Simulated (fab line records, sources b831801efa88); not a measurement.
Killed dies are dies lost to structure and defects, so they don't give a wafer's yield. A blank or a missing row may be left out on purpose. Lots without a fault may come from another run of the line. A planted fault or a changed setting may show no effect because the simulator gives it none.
One fault seen from 2 desks | flow gf180mcu | each desk has only its own numbers; what lay behind them comes last

THE TOOL OWNER'S DESK: implanter-04
The tool's own readings at GF_MVSD_IMPLANT_08: means of the sampled wafers that have a number, for each lot that ran on this tool. A lot is out of limits, marked OUT, if its mean lies more than 4 standard deviations from the usual mean; the brackets give that distance.
Columns: A = beam_energy_keV at GF_MVSD_IMPLANT_08, usual 400.00; B = dose_ions_cm2 at GF_MVSD_IMPLANT_08, usual 1.6e+13; C = faraday_current_uA at GF_MVSD_IMPLANT_08, usual 90.2
lot  | first seen here | A      | B                         | C
L115 | day 4 11:18     | 400.05 | 1.6e+13                   | 90.3
L121 | day 5 20:18     | 399.83 | 1.6e+13                   | 89.8
L130 | day 8 02:18     | 400.10 | 1.6e+13                   | 90.0
L131 | day 8 07:10     | 400.02 | 1.6e+12 (-99 or more) OUT | 8.9 (-43) OUT
L132 | day 8 12:14     | 399.96 | 1.6e+12 (-99 or more) OUT | 9.0 (-43) OUT
This desk's finding: out of limits on L131, L132; first on L131, day 8 07:10 (dose_ions_cm2 at GF_MVSD_IMPLANT_08). In limits: L115, L121, L130.

THE METROLOGY DESK
What the gauges read, lot by lot, whatever tool the lot ran on: means of the sampled wafers that have a number. A lot is out of limits, marked OUT, if its mean lies more than 4 standard deviations from the usual mean; the brackets give that distance.
Columns: A = STI_OXIDATION_01_THK at GF_STI_THK_MEAS_22, usual 15.08 nm; B = MVSD_TW at GF_MVSD_TW_MEAS_11, usual 1591; C = MVSD_RS at GF_VT_IMPLANT_RS_MEAS_46, usual 456.3 ohm/sq; D = cd_nm at GF_M5_CD_MEAS_07, usual 280.0 nm
lot  | first seen here | A     | B             | C                        | D
L115 | day 2 04:46     | 15.15 | 1577          | 457.1                    | 280.2
L118 | day 2 19:07     | 14.90 | 1581          | 456.0                    | 282.9
L119 | day 3 00:07     | 14.93 | 1617          | 455.4                    | 282.0
L120 | day 3 08:12     | 15.04 | 1610          | 457.3                    | 280.2
L121 | day 3 09:21     | 15.48 | 1581          | 455.1                    | 279.4
L125 | day 4 08:05     | 15.39 | 1577          | 456.9                    | 279.5
L128 | day 4 22:53     | 14.51 | 1611          | 455.9                    | 280.0
L130 | day 5 08:22     | 14.91 | 1581          | 457.6                    | 279.6
L131 | day 5 13:59     | 15.20 | 969 (-37) OUT | 1196.3 (+99 or more) OUT | 279.9
L132 | day 5 18:14     | 15.22 | 988 (-35) OUT | 1199.6 (+99 or more) OUT | 279.5
L137 | day 6 20:01     | 15.21 | 1605          | 456.3                    | 279.8
L138 | day 7 01:11     | 15.11 | 1578          | 456.2                    | 278.9
This desk's finding: out of limits on L131, L132; first on L131, day 8 07:34 (MVSD_TW at GF_MVSD_TW_MEAS_11). In limits: L115, L118, L119, L120, L121, L125, L128, L130, L137, L138.

PUT TOGETHER
The tool owner's desk could have raised an alarm at day 8 07:10, on L131, L132.
The metrology desk could have raised an alarm at day 8 07:34, on L131, L132.
Of the lots named, all ran GF_MVSD_IMPLANT_08 on implanter-04.

WHAT THE SIMULATOR HAD PUT IN
Process parameter drift: implanter-04, from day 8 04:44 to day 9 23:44, at GF_MVSD_IMPLANT_08. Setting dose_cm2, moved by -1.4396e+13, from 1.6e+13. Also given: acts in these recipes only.
Lots struck among those shown: L131, L132.
Hours from the fault's start to each desk's first reading out of limits: the tool owner's desk, 2; the metrology desk, 3.
